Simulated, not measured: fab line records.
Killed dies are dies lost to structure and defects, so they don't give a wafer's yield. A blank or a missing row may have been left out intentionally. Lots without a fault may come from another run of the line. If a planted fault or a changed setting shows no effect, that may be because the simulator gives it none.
Which tool is to blame? -- flow sfqLine -- 15 lots, 45 wafers sampled, at 1 step of a route of 325

## WHAT THE GAUGES READ, wafer by wafer
The record holds no reading of a measuring or inspecting step that can be judged against a usual standard deviation.

## WHICH TOOL RAN EACH LOT (tool, then ch and the chambers of the sampled wafers, then the start)
lot,SFQ_TRILAYER_M2_STRIP_STRIP_061
L309,"rieMetal-03 ch 1, day 23 14:20"
L310,"rieMetal-01 ch 0,1, day 23 17:32"
L313,"rieMetal-04 ch 0,1, day 30 15:02"
L316,"rieMetal-01 ch 0,1, day 31 01:38"
L317,"rieMetal-03 ch 0, day 31 07:38"
L318,"rieMetal-04 ch 0,1, day 31 08:50"
L320,"rieMetal-01 ch 1, day 31 17:05"
L322,"rieMetal-03 ch 0,1, day 31 19:29"
L323,"rieMetal-01 ch 0,1, day 32 00:46"
L326,"rieMetal-01 ch 0,1, day 32 04:10"
L327,"rieMetal-04 ch 0,1, day 32 05:22"
L328,"rieMetal-03 ch 1, day 32 06:34"
L329,"rieMetal-04 ch 0,1, day 32 08:58"
L330,"rieMetal-03 ch 0,1, day 32 10:10"
L331,"rieMetal-01 ch 0,1, day 32 11:22"
- SFQ_TRILAYER_M2_STRIP_STRIP_061: strips in O2.

## AS READ BY THE TOOLS THEMSELVES (means over the sampled wafers that have a number; for cases with no such wafer, the mark the record gives instead)
SFQ_TRILAYER_M2_STRIP_STRIP_061.
lot,tool,chamberPressureMTorr (mTorr),drypumpMotorCurrentA (A),oesProductAu (a.u.)
L309,rieMetal-03,50.02,6.26,1.017
L310,rieMetal-01,50.00,5.77,0.990
L313,rieMetal-04,50.00,6.12,1.018
L316,rieMetal-01,-,-,-
L317,rieMetal-03,-,-,-
L318,rieMetal-04,-,-,-
L320,rieMetal-01,50.04,5.72,0.994
L322,rieMetal-03,49.99,5.79,1.003
L323,rieMetal-01,50.02,5.74,0.994
L326,rieMetal-01,50.01,5.76,0.996
L327,rieMetal-04,50.04,6.12,1.005
L328,rieMetal-03,49.96,6.31,1.020
L329,rieMetal-04,50.01,6.11,1.007
L330,rieMetal-03,49.98,6.06,1.001
L331,rieMetal-01,49.99,5.75,0.994

## THE ANSWER, worked out from the rows above alone
Rule: the usual values come from the lots themselves. Put in order of their means at a reading, lots are off if they are a third of the lots or fewer, leave a main group of 4 or more, and stand apart from it by a gap of 3 or more times the standard deviation of the main group's means; of several such gaps the widest counts. A main group whose means are all the same, to the digits that the tables above print for the reading, isn't used. Also off: a lot with no number at a reading for which 4 or more lots have one. Any other lot the step has rows for is counted as sound. First the gauges in route order, then the tools' own readings, where a lot's mean is used as printed above. The first step at which some lot is off is used, and at that step the reading that is off furthest; a lot without a number counts as furthest.
Off, at SFQ_TRILAYER_M2_STRIP_STRIP_061 on chamberPressureMTorr: L316, L317, L318. Without a number there: L316, L317, L318. Mean 50.01 mTorr and standard deviation 0.023 in the main group.
A tool fits if, at that step or a process step before it, it ran every lot that is off, and no sound lot after the first of them. No candidate that was tried fits.

## WHAT HAD BEEN PUT IN BY THE SIMULATOR
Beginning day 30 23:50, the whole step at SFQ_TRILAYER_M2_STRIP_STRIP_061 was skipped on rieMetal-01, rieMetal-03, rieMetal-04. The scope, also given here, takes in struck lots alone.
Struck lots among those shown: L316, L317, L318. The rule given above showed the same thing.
